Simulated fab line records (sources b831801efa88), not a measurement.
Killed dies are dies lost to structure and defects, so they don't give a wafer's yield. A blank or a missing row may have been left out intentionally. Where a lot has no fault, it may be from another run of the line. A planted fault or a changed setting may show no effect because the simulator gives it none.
Chamber matching ; flow sky130 ; SKY_CONTACT_CMP_04 on cmp-01: 4 sister chambers
The step polishes SiO2. 8 wafers are shown with their chamber, then 8 later ones without.

## EACH WAFER AND ITS CHAMBER
wafer;chamber;motor_current_A (A);time_to_endpoint_s (s)
L145.5;1;13.2;85
L147.1;0;11.8;78
L147.5;1;13.3;88
L148.1;2;12.9;83
L151.1;2;13.0;85
L151.4;3;13.4;85
L151.6;3;13.1;82
L155.1;0;11.8;89

## WAFERS WITHOUT THEIR CHAMBER
wafer;motor_current_A (A);time_to_endpoint_s (s)
L155.2;13.1;87
L155.3;13.0;95
L165.3;13.2;82
L165.4;13.9;85
L165.5;12.9;92
L167.2;12.3;89
L167.3;13.7;83
L167.4;13.0;81

## WHICH CHAMBER EACH ONE RAN IN
wafer;from the rows above;in truth
L155.2;can't be placed: 1 or 2 or 3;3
L155.3;can't be placed: 2 or 1 or 3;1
L165.3;can't be placed: 3 or 1 or 2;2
L165.4;can't be placed: 1 or 3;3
L165.5;can't be placed: 2 or 1 or 3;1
L167.2;can't be placed: 0 or 2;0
L167.3;can't be placed: 3 or 1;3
L167.4;can't be placed: 2 or 3 or 1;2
0 of 8 placed correctly. These rows do not allow placing 8 (true chamber among the candidates in 8). Number placed wrongly: 0.
How it was worked out, from the rows above alone: a wafer's distance from a chamber is the root of the sum, over the readings, of the square of ((its reading less the chamber's mean) divided by the reading's scatter). If the next closest chamber is less than 2 further off than the closest, the wafer can't be placed; otherwise it belongs to the closest. For every chamber, the mean is computed from those of its wafers that are shown. The scatter: take each reading less its chamber's mean, square it, sum over the shown wafers, divide by the number of wafers less the number of chambers, and take the root.
